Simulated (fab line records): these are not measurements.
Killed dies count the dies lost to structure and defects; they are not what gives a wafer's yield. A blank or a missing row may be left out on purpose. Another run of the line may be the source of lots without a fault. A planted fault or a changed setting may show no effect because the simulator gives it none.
One fault seen from 2 desks :: flow sky130 :: only its own numbers are on each desk; what lay behind them is given at the end

## THE METROLOGY DESK
What the gauges read, lot by lot, whatever tool the lot ran on: means of the sampled wafers that have a number. If a lot's mean is further than 4 standard deviations from the usual mean, the lot is out of limits and carries the mark OUT (the distance appears in the brackets).
Columns: A = LI_CONTACT_BOW at SKY_LI_CONTACT_BOW_MEAS_03, usual 56 um; B = CONTACT_W_RS at SKY_CONTACT_RS_MEAS_25, usual 0.341 ohm/sq; C = CONTACT_W_THK at SKY_CONTACT_THK_MEAS_26, usual 355 nm; D = VIA1_BOW at SKY_VIA1_BOW_MEAS_03, usual 80 um
lot: L707
first seen here: day 28 13:16
A: 60
B: 0.337
C: 353
D: 84

lot: L708
first seen here: day 28 22:16
A: 50
B: 0.343
C: 355
D: 72

lot: L710
first seen here: day 29 07:32
A: 62
B: 0.343
C: 348
D: 89

lot: L709
first seen here: day 29 11:22
A: 49
B: 0.342
C: 350
D: 70

lot: L713
first seen here: day 30 07:45
A: 61
B: 0.343
C: 350
D: 86

lot: L714
first seen here: day 30 14:59
A: 57
B: 0.337
C: 354
D: 81

lot: L716
first seen here: day 31 08:33
A: 59
B: 0.339
C: 360
D: 80

lot: L717
first seen here: day 31 18:48
A: 47
B: 0.341
C: 359
D: 70

lot: L721
first seen here: day 32 20:46
A: 57
B: 0.338
C: 351
D: 85

lot: L723
first seen here: day 33 09:52
A: 59
B: 0.356
C: 340
D: 86

lot: L725
first seen here: day 34 02:59
A: 53
B: 0.361 (+5.0) OUT
C: 345
D: 80

lot: L730
first seen here: day 35 10:10
A: 56
B: 0.347
C: 350
D: 81
This desk reports L725 out of limits; the earliest was L725 at day 37 13:20 (CONTACT_W_RS at SKY_CONTACT_RS_MEAS_25). L707, L708, L710, L709, L713, L714, L716, L717, L721, L723, L730 stayed within limits.

## TOOL OWNER'S DESK, cvd_w-01
The tool's own readings at SKY_CONTACT_CVD_24 (deposits W, target thk 340 nm, time 102.12 s): means of the sampled wafers that have a number, for each lot that ran on this tool. If a lot's mean is further than 4 standard deviations from the usual mean, the lot is out of limits and carries the mark OUT (the distance appears in the brackets).
Columns: A = chamber_pressure_Torr at SKY_CONTACT_CVD_24, usual 40.00 Torr; B = heater_power_w at SKY_CONTACT_CVD_24, usual 930 W
lot: L707
first seen here: day 32 04:57
A: 40.09
B: 988

lot: L713
first seen here: day 33 22:11
A: 39.98
B: 919

lot: L714
first seen here: day 34 04:08
A: 40.03
B: 983

lot: L716
first seen here: day 34 21:42
A: 39.98
B: 922

lot: L717
first seen here: day 35 07:29
A: 40.07
B: 993

lot: L721
first seen here: day 36 07:05
A: 39.94
B: 902

lot: L723
first seen here: day 36 19:27
A: 39.97
B: 947

lot: L725
first seen here: day 37 13:14
A: 39.97
B: 1044
This desk's verdict: no lot among the 8 shows anything out of limits.

## PUT TOGETHER
At day 37 13:20 the metrology desk could have sounded an alarm, on L725.
The desk of the tool owner found nothing out of limits.
Tool owner's desk: L725 on record, inside its limits.
Every lot named ran SKY_CONTACT_CVD_24 on cvd_w-01.

## WHAT THE SIMULATOR HAD INSERTED
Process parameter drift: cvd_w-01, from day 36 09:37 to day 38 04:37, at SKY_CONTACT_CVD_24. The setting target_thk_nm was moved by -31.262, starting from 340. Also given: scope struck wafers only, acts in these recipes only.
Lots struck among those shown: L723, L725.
Delay in hours, fault start to first out-of-limits reading, per desk: metrology desk 28.
